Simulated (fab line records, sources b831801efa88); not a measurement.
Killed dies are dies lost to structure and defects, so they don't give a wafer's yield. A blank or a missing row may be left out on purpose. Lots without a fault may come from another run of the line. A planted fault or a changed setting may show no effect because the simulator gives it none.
Chamber matching | flow gf180mcu | GF_V4_CMP_26 on cmp-02: 4 sister chambers
The step polishes, stops on SiO2, t overpolish 15 s, target thk 0 nm. 7 wafers are shown with their chamber, then 7 later ones without.

WAFERS WITH THEIR CHAMBER
wafer  | chamber | motor_current_A (A) | time_to_endpoint_s (s)
L858.4 | 0       | 11.9                | 88
L859.4 | 3       | 11.5                | 85
L860.2 | 2       | 9.3                 | 89
L862.2 | 3       | 12.2                | 88
L862.5 | 1       | 12.7                | 80
L863.1 | 1       | 12.8                | 82
L863.4 | 2       | 10.1                | 84

WAFERS WITHOUT THEIR CHAMBER
wafer  | motor_current_A (A) | time_to_endpoint_s (s)
L863.6 | 12.1                | 83
L869.2 | 12.4                | 84
L869.3 | 11.4                | 86
L869.5 | 11.8                | 81
L875.4 | 10.1                | 90
L875.5 | 10.4                | 90
L875.6 | 11.3                | 87

WHICH CHAMBER EACH WENT THROUGH
wafer  | from the rows above          | in truth
L863.6 | can't be placed: 3 or 1 or 0 | 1
L869.2 | can't be placed: 1 or 3 or 0 | 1
L869.3 | can't be placed: 3 or 0      | 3
L869.5 | can't be placed: 1 or 3 or 0 | 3
L875.4 | 2                            | 2
L875.5 | can't be placed: 2 or 0 or 3 | 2
L875.6 | can't be placed: 3 or 0      | 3
Placed correctly: 1 of 7. Can't be placed from these rows: 6 (the true chamber is among the candidates in 6). Placed wrongly: 0.
How it was worked out, from the rows above alone: a wafer's distance from a chamber is the root of the sum, over the readings, of the square of ((its reading less the chamber's mean) divided by the reading's scatter). The wafer belongs to the nearest chamber; if the next one is less than 2 further off, it can't be placed. A chamber's mean is the mean of its shown wafers. The scatter: the root of (the sum of the squares of (reading less its chamber's mean) over the shown wafers, divided by (wafers less chambers)).
